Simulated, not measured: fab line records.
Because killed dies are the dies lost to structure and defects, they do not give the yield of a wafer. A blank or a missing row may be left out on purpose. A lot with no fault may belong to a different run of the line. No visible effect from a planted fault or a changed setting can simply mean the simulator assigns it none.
Matching of chambers | flow gf180mcu | GF_V3_CMP_26 on cmp-01: 4 sister chambers
The step polishes, stops on SiO2, t overpolish 15 s, target thk 0 nm. 8 wafers are shown with their chamber, then 8 later ones without.

== WAFERS PAIRED WITH THEIR CHAMBERS ==
wafer  | chamber | motorCurrentA (A) | overpolishRunS (s)
L838.4 | 1       | 12.9              | 15.003
L838.6 | 2       | 9.6               | 14.976
L841.2 | 3       | 10.2              | 15.008
L841.6 | 3       | 10.4              | 14.997
L852.1 | 2       | 9.6               | 14.992
L852.3 | 0       | 11.3              | 14.995
L852.5 | 1       | 13.3              | 15.001
L856.1 | 0       | 10.6              | 14.983

== WAFERS WHOSE CHAMBER IS MISSING ==
wafer  | motorCurrentA (A) | overpolishRunS (s)
L856.2 | 10.8              | 14.998
L856.6 | 12.7              | 15.001
L858.1 | 11.1              | 15.004
L858.3 | 9.3               | 14.996
L858.5 | 13.1              | 14.999
L859.2 | 12.8              | 14.996
L859.3 | 9.5               | 15.008
L859.6 | 10.6              | 14.997

== CHAMBER TAKEN BY EACH ==
wafer  | from the rows above     | in truth
L856.2 | can't be placed: 0 or 3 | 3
L856.6 | 1                       | 1
L858.1 | can't be placed: 0 or 3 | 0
L858.3 | can't be placed: 2 or 3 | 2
L858.5 | 1                       | 1
L859.2 | 1                       | 1
L859.3 | can't be placed: 3 or 2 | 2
L859.6 | can't be placed: 3 or 0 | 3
Correct placement for 3 of the 8. Unplaceable from these rows: 5, with the true chamber sitting among the candidates in 5. Number placed wrongly: 0.
How it was worked out, from the rows above alone: a wafer's distance from a chamber is the root of the sum, over the readings, of the square of ((its reading less the chamber's mean) divided by the reading's scatter). If the next closest chamber is less than 2 further off than the closest, the wafer can't be placed; otherwise it belongs to the closest. Each chamber's mean is taken over the wafers shown for it. The scatter: the root of (the sum of the squares of (reading less its chamber's mean) over the shown wafers, divided by (wafers less chambers)).
